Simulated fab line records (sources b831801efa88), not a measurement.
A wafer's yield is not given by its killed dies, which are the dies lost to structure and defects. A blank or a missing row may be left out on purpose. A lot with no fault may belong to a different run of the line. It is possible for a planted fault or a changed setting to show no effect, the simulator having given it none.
Lot-split experiment / flow sfq_line / 23 wafers read from 5 lots, route of 325 steps

## THE SPLIT ITSELF
At SFQ_TRILAYER_I0_VIA_LITHO_PEB_034 (peb time 60 s), the setting peb_time_s was moved away from the recipe's 60 s on 7 of the 23 wafers read, by -11.3% to +14.1%. This setting was run at the recipe's value on the other wafers.

## SPLIT TO READING: what lies between them in the file, 1 step
- SFQ_TRILAYER_I0_VIA_BARC_OPEN_VIA_ETCH_046: etches BARC in O2, target depth 125 nm, time 41.7 s (also split here: source_w)

## THE READING
I0.cd_nm (the simulator's own value, which no gauge read), in nm, at SFQ_TRILAYER_I0_VIA_ETCH_VIA_ETCH_034 (etches SiO2 in CHF3, stops on Nb, target depth 260 nm). The file gives no usual value for it. Here, 16 wafers ran the recipe; their average is 498.8 nm with a standard deviation of 2.7 nm.

wafer=L078.4; tool, chamber at the split=litho_track-04, 0; peb_time_s as run, s=60; against the recipe=recipe; I0.cd_nm, nm=495.4; against lot-mates on the recipe=-
wafer=L078.5; tool, chamber at the split=litho_track-04, 0; peb_time_s as run, s=60; against the recipe=recipe; I0.cd_nm, nm=500.1; against lot-mates on the recipe=-
wafer=L078.6; tool, chamber at the split=litho_track-04, 0; peb_time_s as run, s=60; against the recipe=recipe; I0.cd_nm, nm=495.3; against lot-mates on the recipe=-
wafer=L079.1; tool, chamber at the split=litho_track-04, 0; peb_time_s as run, s=60; against the recipe=recipe; I0.cd_nm, nm=501.3; against lot-mates on the recipe=-
wafer=L079.3; tool, chamber at the split=litho_track-04, 0; peb_time_s as run, s=60; against the recipe=recipe; I0.cd_nm, nm=503.2; against lot-mates on the recipe=-
wafer=L079.4; tool, chamber at the split=litho_track-04, 0; peb_time_s as run, s=60; against the recipe=recipe; I0.cd_nm, nm=497.9; against lot-mates on the recipe=-
wafer=L079.5; tool, chamber at the split=litho_track-04, 0; peb_time_s as run, s=60; against the recipe=recipe; I0.cd_nm, nm=503.3; against lot-mates on the recipe=-
wafer=L079.6; tool, chamber at the split=litho_track-04, 0; peb_time_s as run, s=60; against the recipe=recipe; I0.cd_nm, nm=501.6; against lot-mates on the recipe=-
wafer=L080.1; tool, chamber at the split=litho_track-01, 0; peb_time_s as run, s=64.92; against the recipe=+8.2%; I0.cd_nm, nm=513.5; against lot-mates on the recipe=+16.0
wafer=L080.2; tool, chamber at the split=litho_track-01, 0; peb_time_s as run, s=60; against the recipe=recipe; I0.cd_nm, nm=498.7; against lot-mates on the recipe=-
wafer=L080.3; tool, chamber at the split=litho_track-01, 0; peb_time_s as run, s=64.92; against the recipe=+8.2%; I0.cd_nm, nm=511.7; against lot-mates on the recipe=+14.2
wafer=L080.4; tool, chamber at the split=litho_track-01, 0; peb_time_s as run, s=60; against the recipe=recipe; I0.cd_nm, nm=497.9; against lot-mates on the recipe=-
wafer=L080.6; tool, chamber at the split=litho_track-01, 0; peb_time_s as run, s=60; against the recipe=recipe; I0.cd_nm, nm=495.9; against lot-mates on the recipe=-
wafer=L084.1; tool, chamber at the split=litho_track-04, 0; peb_time_s as run, s=68.45; against the recipe=+14.1%; I0.cd_nm, nm=513; against lot-mates on the recipe=+16.8
wafer=L084.2; tool, chamber at the split=litho_track-04, 0; peb_time_s as run, s=68.45; against the recipe=+14.1%; I0.cd_nm, nm=518.4; against lot-mates on the recipe=+22.1
wafer=L084.4; tool, chamber at the split=litho_track-04, 0; peb_time_s as run, s=68.45; against the recipe=+14.1%; I0.cd_nm, nm=512.2; against lot-mates on the recipe=+16.0
wafer=L084.5; tool, chamber at the split=litho_track-04, 0; peb_time_s as run, s=60; against the recipe=recipe; I0.cd_nm, nm=493.9; against lot-mates on the recipe=-
wafer=L084.6; tool, chamber at the split=litho_track-04, 0; peb_time_s as run, s=60; against the recipe=recipe; I0.cd_nm, nm=498.6; against lot-mates on the recipe=-
wafer=L085.1; tool, chamber at the split=litho_track-04, 0; peb_time_s as run, s=60; against the recipe=recipe; I0.cd_nm, nm=499.8; against lot-mates on the recipe=-
wafer=L085.2; tool, chamber at the split=litho_track-04, 0; peb_time_s as run, s=60; against the recipe=recipe; I0.cd_nm, nm=499.3; against lot-mates on the recipe=-
wafer=L085.3; tool, chamber at the split=litho_track-04, 0; peb_time_s as run, s=60; against the recipe=recipe; I0.cd_nm, nm=498.7; against lot-mates on the recipe=-
wafer=L085.5; tool, chamber at the split=litho_track-04, 0; peb_time_s as run, s=53.24; against the recipe=-11.3%; I0.cd_nm, nm=481.9; against lot-mates on the recipe=-17.4
wafer=L085.6; tool, chamber at the split=litho_track-04, 0; peb_time_s as run, s=53.24; against the recipe=-11.3%; I0.cd_nm, nm=480.8; against lot-mates on the recipe=-18.5

FIT RESULTS
A straight line over all 23 wafers: I0.cd_nm changes by +1.32 nm for each +1% of peb_time_s; r = +0.95; the points scatter about the line by 3 nm.
The same after taking each lot's own level away (the mean of its wafers on the recipe; 23 wafers): +1.45 nm for each +1%; r = +0.97; scatter 2.3 nm.
Per that fit: largest peb_time_s move, reading shift of 20 nm.
The span of the lots' own levels, 496.25 to 501.46 nm, comes to 1.9 times the standard deviation stated above.
Hence the lot-to-lot level has little effect on the slope; both slopes agree.
Check: with one of the wafers moved furthest among these (+14.1%) left out of the fit, the line predicts +21.3 nm for it against its lot-mates. Against them it came out at +16.8 nm.

## OTHER SPLITS APPLIED TO THESE WAFERS
Before the reading, these wafers also passed through other splits. Each is held against what the fit with the lots' levels taken away leaves over:
other split on the same wafers=SFQ_TRILAYER_INCOMING_OXIDATION_002 temp_c; wafers away from the commonest value=18; r with I0.cd_nm (lot level and that fit taken away)=+0.36
other split on the same wafers=SFQ_TRILAYER_L0_LITHO_PEB_008 peb_time_s; wafers away from the commonest value=9; r with I0.cd_nm (lot level and that fit taken away)=+0.21
other split on the same wafers=SFQ_TRILAYER_L0_BARC_OPEN_METAL_ETCH_010 bias_w; wafers away from the commonest value=8; r with I0.cd_nm (lot level and that fit taken away)=+0.38
other split on the same wafers=SFQ_TRILAYER_L0_VIA_LITHO_EXPOSE_014 dose_mj; wafers away from the commonest value=10; r with I0.cd_nm (lot level and that fit taken away)=+0.39
other split on the same wafers=SFQ_TRILAYER_L0_VIA_BARC_OPEN_VIA_ETCH_021 bias_w; wafers away from the commonest value=11; r with I0.cd_nm (lot level and that fit taken away)=+0.15
other split on the same wafers=SFQ_TRILAYER_M0_LITHO_COAT_026 resist_thk_nm; wafers away from the commonest value=10; r with I0.cd_nm (lot level and that fit taken away)=+0.28
other split on the same wafers=SFQ_TRILAYER_M0_BARC_OPEN_METAL_ETCH_031 time_s; wafers away from the commonest value=4; r with I0.cd_nm (lot level and that fit taken away)=+0.43
other split on the same wafers=SFQ_TRILAYER_I0_CMP_CMP_028 leave_above_ref_nm; wafers away from the commonest value=8; r with I0.cd_nm (lot level and that fit taken away)=+0.17
other split on the same wafers=SFQ_TRILAYER_I0_VIA_BARC_OPEN_VIA_ETCH_046 source_w; wafers away from the commonest value=8; r with I0.cd_nm (lot level and that fit taken away)=-0.02

## THE WHOLE CHAIN: every reading that the file lists as answering this split, in the file's order
step=SFQ_TRILAYER_I0_VIA_BARC_OPEN_VIA_ETCH_046; what it does=etches BARC in O2, target depth 125 nm, time 41.7 s; reading=I0.cd_nm (the simulator's own value, which no gauge read); change (the file's fit)=+1.4 nm for each +1% of the setting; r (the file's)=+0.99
step=SFQ_TRILAYER_I0_VIA_ETCH_VIA_ETCH_034; what it does=etches SiO2 in CHF3, stops on Nb, target depth 260 nm; reading=I0.cd_nm (the simulator's own value, which no gauge read); change (the file's fit)=+1.49 nm for each +1% of the setting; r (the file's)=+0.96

## THE FILE'S OWN FIT
I0.cd_nm changes by +1.49 nm for each +1% of peb_time_s, r = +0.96.
